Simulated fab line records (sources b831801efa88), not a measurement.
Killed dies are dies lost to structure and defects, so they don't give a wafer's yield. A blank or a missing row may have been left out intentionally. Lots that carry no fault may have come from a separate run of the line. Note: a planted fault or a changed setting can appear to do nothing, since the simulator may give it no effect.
Chamber matching -- flow gf180mcu -- GF_V5_CVD_02 on pecvd-03: 3 sister chambers
The step deposits SiO2 from TEOS, target thk 1450 nm, time 163.28 s. 3 wafers are shown with their chamber, then 10 later ones without.

EACH WAFER AND ITS CHAMBER
wafer,chamber,heaterPowerW (W)
L089.3,2,527
L090.2,1,548
L090.5,0,486

WAFERS WITH NO CHAMBER GIVEN
wafer,heaterPowerW (W)
L090.6,434
L092.4,507
L092.5,510
L092.6,517
L096.1,498
L096.2,602
L096.3,607
L096.4,501
L096.5,496
L096.6,540

CHAMBER TAKEN BY EACH
wafer,from the rows above,in truth
L090.6,can't be placed: 0 or 2 or 1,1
L092.4,can't be placed: 2 or 0 or 1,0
L092.5,can't be placed: 2 or 0 or 1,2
L092.6,can't be placed: 2 or 0 or 1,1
L096.1,can't be placed: 0 or 2 or 1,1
L096.2,can't be placed: 1 or 2 or 0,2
L096.3,can't be placed: 1 or 2 or 0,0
L096.4,can't be placed: 0 or 2 or 1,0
L096.5,can't be placed: 0 or 2 or 1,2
L096.6,can't be placed: 1 or 2 or 0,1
Placed correctly: 0 of 10. Not placeable from these rows: 10 (in 10, the candidates include the true chamber). Number placed wrongly: 0.
How it was worked out, from the rows above alone: a wafer's distance from a chamber is the root of the sum, over the readings, of the square of ((its reading less the chamber's mean) divided by the reading's scatter). The wafer belongs to the nearest chamber; if the next one is less than 2 further off, it can't be placed. Each chamber's mean is taken over the wafers shown for it. The scatter: with one shown wafer a chamber, the root of the mean of the squares of how far each hidden wafer lies from its nearest shown one.
